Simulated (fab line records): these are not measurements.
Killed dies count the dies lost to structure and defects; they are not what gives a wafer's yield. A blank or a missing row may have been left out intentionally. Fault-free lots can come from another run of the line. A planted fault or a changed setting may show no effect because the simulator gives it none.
What tool caused it?    flow gf180mcu    36 wafers from 12 lots sampled at 3 of the route's 602 steps

## WHAT EACH GAUGE READ, for each wafer
GF_V2_THK_MEAS_25: measures by xrf.
lot   measured      on             V2_W_THK (nm)
L075  day 20 12:43  film_metro-02  349 357 355
L077  day 21 09:19  film_metro-03  345 355 345
L079  day 22 07:01  film_metro-04  342 354 344
L081  day 23 03:49  film_metro-04  339 340 347
L083  day 23 20:39  film_metro-02  343 352 353
L085  day 24 07:48  film_metro-04  337 348 346
L087  day 25 04:23  film_metro-04  348 345 334
L089  day 25 18:29  film_metro-02  343 357 355
L091  day 26 06:25  film_metro-02  347 345 359
L093  day 27 03:18  film_metro-03  347 340 348
L095  day 27 12:37  film_metro-04  349 343 338
L097  day 28 07:50  film_metro-04  345 349 337

## EACH LOT AND THE TOOL THAT RAN IT (in order: tool; ch and the chambers of the sampled wafers; start)
lot   GF_V2_ETCH_17                                  GF_V2_STRIP_18
L075  rie_diel-04 ch 0,2,3, day 20 11:50 or earlier  plasma_asher-02 ch 0,1, day 20 11:50
L077  rie_diel-04 ch 0,2,3, day 21 08:27 or earlier  plasma_asher-02 ch 0,1, day 21 08:27
L079  rie_diel-04 ch 0,1,2, day 22 06:05 or earlier  plasma_asher-02 ch 0,1, day 22 06:05
L081  rie_diel-04 ch 0,2,3, day 23 02:56 or earlier  plasma_asher-03 ch 0,1, day 23 02:56
L083  rie_diel-03 ch 0,2,3, day 23 19:47 or earlier  plasma_asher-02 ch 0,1, day 23 19:47
L085  rie_diel-01 ch 1,2,3, day 24 06:52 or earlier  plasma_asher-04 ch 1, day 24 06:52
L087  rie_diel-01 ch 0,1,3, day 25 03:24 or earlier  plasma_asher-04 ch 0,1, day 25 03:24
L089  rie_diel-01 ch 2,3, day 25 17:29 or earlier    plasma_asher-04 ch 0,1, day 25 17:29
L091  rie_diel-03 ch 0,1,2, day 26 05:33 or earlier  plasma_asher-04 ch 0,1, day 26 05:33
L093  rie_diel-03 ch 1,3, day 27 02:26 or earlier    plasma_asher-03 ch 0,1, day 27 02:26
L095  rie_diel-04 ch 2,3, day 27 11:44 or earlier    plasma_asher-03 ch 0,1, day 27 11:44
L097  rie_diel-03 ch 0,2,3, day 28 06:58 or earlier  plasma_asher-02 ch 0,1, day 28 06:58
- GF_V2_ETCH_17: etches SiO2 in C4F8/O2/Ar, stops on TiN, target depth 630 nm.
- GF_V2_STRIP_18: strips in O2/N2.

## THE ANSWER, worked out from the rows above alone
Rule: the usual values come from the lots themselves. Put in order of their means at a reading, lots are off if they are a third of the lots or fewer, leave a main group of 4 or more, and stand apart from it by a gap of 3 or more times the standard deviation of the main group's means; of several such gaps the widest counts. The tables above print the reading to a certain number of digits; a main group whose means all agree to those digits is not used. Also off: a lot with no number at a reading for which 4 or more lots have one. Any other lot the step has rows for is counted as sound.
No lot is off on any of the readings shown, so nothing can be concluded from this.

## WHAT THE SIMULATOR HAD INSERTED
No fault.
